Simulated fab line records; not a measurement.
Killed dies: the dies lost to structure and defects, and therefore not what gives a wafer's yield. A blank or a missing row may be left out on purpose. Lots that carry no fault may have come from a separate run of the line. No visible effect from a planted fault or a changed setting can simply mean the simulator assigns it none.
Which of the tools did it? / flow gf180mcu / 36 wafers from 12 lots sampled at 3 of the route's 602 steps

WHAT EACH GAUGE READ, for each wafer
GF_M2_OVL_MEAS_15.
lot=L075; measured=day 19 13:40; on=overlay-02; M2_OVL (nm)=-11 1 -5
lot=L077; measured=day 20 12:56; on=overlay-01; M2_OVL (nm)=-5 -9 -12
lot=L079; measured=day 21 03:04; on=overlay-02; M2_OVL (nm)=0 5 -1
lot=L081; measured=day 21 21:50; on=overlay-01; M2_OVL (nm)=-4 -13 -10
lot=L083; measured=day 22 13:26; on=overlay-01; M2_OVL (nm)=-2 8 -3
lot=L085; measured=day 23 09:05; on=overlay-02; M2_OVL (nm)=9 9 7
lot=L087; measured=day 24 03:06; on=overlay-02; M2_OVL (nm)=6 9 7
lot=L089; measured=day 25 00:20; on=overlay-01; M2_OVL (nm)=2 0 3
lot=L091; measured=day 25 09:29; on=overlay-02; M2_OVL (nm)=1 3 5
lot=L093; measured=day 25 21:11; on=overlay-02; M2_OVL (nm)=7 4 4
lot=L095; measured=day 26 14:20; on=overlay-01; M2_OVL (nm)=-4 1 -6
lot=L097; measured=day 27 01:02; on=overlay-01; M2_OVL (nm)=-5 -5 -3

WHAT TOOL EACH LOT RAN ON (gives the tool, then ch and the chambers of the sampled wafers, and finally the start)
lot=L075; GF_V1_CVD_02=pecvd-04 ch 0,2, day 17 10:47; GF_V1_ETCH_17=rieDiel-04 ch 0,1,2, day 19 13:40 or earlier
lot=L077; GF_V1_CVD_02=pecvd-03 ch 0,1,2, day 18 11:15; GF_V1_ETCH_17=rieDiel-02 ch 0,1,2, day 20 12:56 or earlier
lot=L079; GF_V1_CVD_02=pecvd-03 ch 0,1,2, day 19 01:17; GF_V1_ETCH_17=rieDiel-02 ch 0,2,3, day 21 03:04 or earlier
lot=L081; GF_V1_CVD_02=pecvd-04 ch 0,1,2, day 19 20:05; GF_V1_ETCH_17=rieDiel-03 ch 1,2, day 21 21:50 or earlier
lot=L083; GF_V1_CVD_02=pecvd-04 ch 0,1,2, day 20 11:23; GF_V1_ETCH_17=rieDiel-03 ch 0,1, day 22 13:26 or earlier
lot=L085; GF_V1_CVD_02=pecvd-04 ch 0,1,2, day 21 09:13; GF_V1_ETCH_17=rieDiel-03 ch 0,1, day 23 09:05 or earlier
lot=L087; GF_V1_CVD_02=pecvd-02 ch 0,1, day 22 02:50; GF_V1_ETCH_17=rieDiel-04 ch 1,3, day 24 03:06 or earlier
lot=L089; GF_V1_CVD_02=pecvd-02 ch 0,1, day 23 01:11; GF_V1_ETCH_17=rieDiel-04 ch 0,2,3, day 25 00:20 or earlier
lot=L091; GF_V1_CVD_02=pecvd-03 ch 0,2, day 23 11:43; GF_V1_ETCH_17=rieDiel-03 ch 1,2,3, day 25 09:29 or earlier
lot=L093; GF_V1_CVD_02=pecvd-03 ch 1,2, day 23 23:40; GF_V1_ETCH_17=rieDiel-03 ch 0,2, day 25 21:11 or earlier
lot=L095; GF_V1_CVD_02=pecvd-02 ch 0,2, day 24 17:38; GF_V1_ETCH_17=rieDiel-03 ch 0,2,3, day 26 14:20 or earlier
lot=L097; GF_V1_CVD_02=pecvd-03 ch 0,1, day 25 05:07; GF_V1_ETCH_17=rieDiel-03 ch 1,2, day 27 01:02 or earlier
- GF_V1_CVD_02: deposits SiO2 from TEOS, target thk 850 nm, time 94.851 s.
- GF_V1_ETCH_17: etches SiO2 in C4F8/O2/Ar, stops on TiN, target depth 630 nm.

THE ANSWER, worked out from the rows above alone
Rule: the lots themselves supply what counts as usual. The widest of any qualifying gaps counts: lots, ordered by their means at a reading, are off when they make up no more than a third of the lots, leave a main group of 4 or more, and stand apart from it by 3 or more times the standard deviation of that group's means. A main group whose means are all the same, to the digits that the tables above print for the reading, isn't used. A lot without any number at a reading at which 4 lots or more have one is off too. All remaining lots with rows at the step are treated as sound.
No lot is off at any reading shown: from this, nothing can be told.

WHAT THE SIMULATOR HAD INSERTED
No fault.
